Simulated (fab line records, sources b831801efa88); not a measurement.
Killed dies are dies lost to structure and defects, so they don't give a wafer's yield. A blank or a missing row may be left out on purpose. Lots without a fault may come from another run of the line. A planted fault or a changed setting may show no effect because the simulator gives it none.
One fault seen from 2 desks | flow sky130 | each desk has only its own numbers; what lay behind them comes last

THE METROLOGY DESK
What the gauges read, lot by lot, whatever tool the lot ran on: means of the sampled wafers that have a number. A lot is out of limits, marked OUT, if its mean lies more than 4 standard deviations from the usual mean; the brackets give that distance.
Columns: A = VIA2_HDPCVD_THK at SKY_VIA2_THK_MEAS_01, usual 1182 nm; B = VIA2_BOW at SKY_VIA2_BOW_MEAS_03, usual 84 um
lot  | first seen here | A              | B
L471 | day 35 21:11    | 1039 (-14) OUT | 83
L472 | day 36 04:21    | 886 (-30) OUT  | 85
L473 | day 36 06:24    | 1190           | 82
L480 | day 38 15:12    | 1176           | 80
L481 | day 39 15:42    | 1190           | 86
L482 | day 40 21:16    | 1193           | 85
L484 | day 41 06:03    | 1187           | 93
L485 | day 41 06:24    | 1191           | 98
L486 | day 41 16:39    | 1190           | 82
L488 | day 42 12:01    | 1188           | 90
L491 | day 42 14:02    | 1194           | 75
This desk's finding: out of limits on L471, L472; first on L471, day 35 21:11 (VIA2_HDPCVD_THK at SKY_VIA2_THK_MEAS_01). In limits: L473, L480, L481, L482, L484, L485, L486, L488, L491.

THE TOOL OWNER'S DESK: hdpcvd-02
The tool's own readings at SKY_VIA2_HDPCVD_00 (deposits SiO2, target thk 1180 nm, time 196.7 s): means of the sampled wafers that have a number, for each lot that ran on this tool. A lot is out of limits, marked OUT, if its mean lies more than 4 standard deviations from the usual mean; the brackets give that distance.
Columns: A = susceptor_temp_C at SKY_VIA2_HDPCVD_00, usual 400.04 C
lot  | first seen here | A
L471 | day 35 21:03    | 400.12
L472 | day 36 04:13    | 400.18
L484 | day 41 05:56    | 399.87
L485 | day 41 06:17    | 400.19
This desk's finding: nothing out of limits on any of the 4 lots.

PUT TOGETHER
The metrology desk could have raised an alarm at day 35 21:11, on L471, L472.
The tool owner's desk saw nothing out of limits.
The tool owner's desk has L471, L472 on record, within its limits.
Of the lots named, all ran SKY_VIA2_HDPCVD_00 on hdpcvd-02.

WHAT THE SIMULATOR HAD PUT IN
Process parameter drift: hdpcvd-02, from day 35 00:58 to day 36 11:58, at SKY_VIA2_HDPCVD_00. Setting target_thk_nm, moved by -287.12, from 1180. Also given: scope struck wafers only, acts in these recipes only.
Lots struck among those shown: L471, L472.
Hours from the fault's start to each desk's first reading out of limits: the metrology desk, 20.
